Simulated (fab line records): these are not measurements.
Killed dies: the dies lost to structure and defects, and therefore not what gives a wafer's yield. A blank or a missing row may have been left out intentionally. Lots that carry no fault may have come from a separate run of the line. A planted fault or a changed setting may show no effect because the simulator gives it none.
Matching of chambers | flow sfqLine | SFQ_TRILAYER_I6_CMP_CMP_166 on cmp-02 has 4 sister chambers
The step polishes SiO2. 4 wafers are shown with their chamber, then 7 later ones without.

## WAFERS PAIRED WITH THEIR CHAMBERS
wafer  | chamber | motorCurrentA (A)
L208.6 | 0       | 9.5
L218.2 | 1       | 10.4
L218.4 | 2       | 10.1
L220.5 | 3       | 9.0

## WAFERS MISSING THEIR CHAMBER
wafer  | motorCurrentA (A)
L220.6 | 9.5
L222.2 | 10.5
L222.3 | 9.7
L222.6 | 11.0
L224.1 | 10.6
L224.2 | 9.4
L224.5 | 9.0

## WHICH CHAMBER EACH WENT THROUGH
wafer  | from the rows above               | in truth
L220.6 | can't be placed: 0 or 3           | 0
L222.2 | can't be placed: 1 or 2           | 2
L222.3 | can't be placed: 0 or 2 or 3 or 1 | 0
L222.6 | can't be placed: 1 or 2           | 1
L224.1 | can't be placed: 1 or 2           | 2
L224.2 | can't be placed: 0 or 3           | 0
L224.5 | can't be placed: 3 or 0           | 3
0 of 7 placed correctly. Unplaceable from these rows: 7, with the true chamber sitting among the candidates in 7. Number placed wrongly: 0.
How it was worked out, from the rows above alone: a wafer's distance from a chamber is the root of the sum, over the readings, of the square of ((its reading less the chamber's mean) divided by the reading's scatter). The wafer belongs to the nearest chamber; if the next one is less than 2 further off, it can't be placed. A chamber's mean is the mean of its shown wafers. The scatter (one wafer shown for each chamber): square how far every hidden wafer sits from the nearest shown wafer, average those squares and take the square root.
